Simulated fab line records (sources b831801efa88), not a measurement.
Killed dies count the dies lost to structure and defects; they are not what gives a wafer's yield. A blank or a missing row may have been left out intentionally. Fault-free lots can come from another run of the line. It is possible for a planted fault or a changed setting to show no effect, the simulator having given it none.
Which tool was responsible? :: flow sky130 :: 42 wafers sampled from 14 lots at 1 step of a route of 708

== WHAT EACH GAUGE READ, for each wafer ==
No reading from a measuring or inspecting step in the record can be judged against a usual standard deviation.

== TOOL THAT RAN EACH LOT (tool first, then ch and the chambers of the sampled wafers, then the start) ==
lot: L282
SKY_LDD_N_IMPLANT_12: implanter-04 ch 0, day 17 22:25

lot: L284
SKY_LDD_N_IMPLANT_12: implanter-03 ch 0, day 18 15:40

lot: L285
SKY_LDD_N_IMPLANT_12: implanter-03 ch 0, day 19 00:18

lot: L286
SKY_LDD_N_IMPLANT_12: implanter-04 ch 0, day 19 04:49

lot: L287
SKY_LDD_N_IMPLANT_12: implanter-04 ch 0, day 19 13:01

lot: L288
SKY_LDD_N_IMPLANT_12: implanter-02 ch 0, day 19 22:25

lot: L289
SKY_LDD_N_IMPLANT_12: implanter-02 ch 0, day 21 05:04

lot: L291
SKY_LDD_N_IMPLANT_12: implanter-02 ch 0, day 21 09:10

lot: L292
SKY_LDD_N_IMPLANT_12: implanter-03 ch 0, day 21 20:31

lot: L294
SKY_LDD_N_IMPLANT_12: implanter-03 ch 0, day 22 03:26

lot: L295
SKY_LDD_N_IMPLANT_12: implanter-03 ch 0, day 22 11:19

lot: L296
SKY_LDD_N_IMPLANT_12: implanter-03 ch 0, day 23 02:51

lot: L304
SKY_LDD_N_IMPLANT_12: implanter-04 ch 0, day 25 22:36

lot: L305
SKY_LDD_N_IMPLANT_12: implanter-04 ch 0, day 26 04:22
- SKY_LDD_N_IMPLANT_12

== WHAT THE TOOLS THEMSELVES READ (means of the sampled wafers that have a number; where no wafer has one, the mark that the record gives instead) ==
SKY_LDD_N_IMPLANT_12.
lot: L282
tool: implanter-04
beamEnergyKeV: 49.996

lot: L284
tool: implanter-03
beamEnergyKeV: 50.006

lot: L285
tool: implanter-03
beamEnergyKeV: 50.009

lot: L286
tool: implanter-04
beamEnergyKeV: 49.997

lot: L287
tool: implanter-04
beamEnergyKeV: 49.985

lot: L288
tool: implanter-02
beamEnergyKeV: 50.013

lot: L289
tool: implanter-02
beamEnergyKeV: 49.989

lot: L291
tool: implanter-02
beamEnergyKeV: 50.016

lot: L292
tool: implanter-03
beamEnergyKeV: 49.997

lot: L294
tool: implanter-03
beamEnergyKeV: 49.991

lot: L295
tool: implanter-03
beamEnergyKeV: 31.348

lot: L296
tool: implanter-03
beamEnergyKeV: 31.350

lot: L304
tool: implanter-04
beamEnergyKeV: 50.004

lot: L305
tool: implanter-04
beamEnergyKeV: 50.006

== THE ANSWER, worked out from the rows above alone ==
Rule: what is usual is taken from the lots themselves. The widest of any qualifying gaps counts: lots, ordered by their means at a reading, are off when they make up no more than a third of the lots, leave a main group of 4 or more, and stand apart from it by 3 or more times the standard deviation of that group's means. A main group is skipped when, at the precision printed for the reading in the tables above, its means are all equal. A lot without any number at a reading at which 4 lots or more have one is off too. All remaining lots with rows at the step are treated as sound. First the gauges in route order, then the tools' own readings, where a lot's mean is used as printed above. At the first step where some lot is off, the reading lying furthest off is the one used; lots without a number count as furthest.
Off at SKY_LDD_N_IMPLANT_12 (beamEnergyKeV): L295, L296. Main group: mean 50.001, sd 0.0093.
If a tool, at that step or one of the process steps before it, ran each lot that is off and ran no sound lot following the first of them, it fits. One fits: SKY_LDD_N_IMPLANT_12 on implanter-03. Its last sound lot is L294 (day 22 03:26), its first lot that is off L295 (day 22 11:19): a fault that began between those two fits.
The tool's own readings at SKY_LDD_N_IMPLANT_12 bear it out: on the lots that are off they differ by more than 5 times the standard deviation of the sound lots' means. beamEnergyKeV reads 31.349 there against 50.001 on the sound lots.

== WHAT WAS PUT IN BY THE SIMULATOR ==
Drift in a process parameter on implanter-03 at SKY_LDD_N_IMPLANT_12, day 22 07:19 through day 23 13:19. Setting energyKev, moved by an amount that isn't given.
Shown lots that were struck: L295, L296. This agrees with what the rule above found.
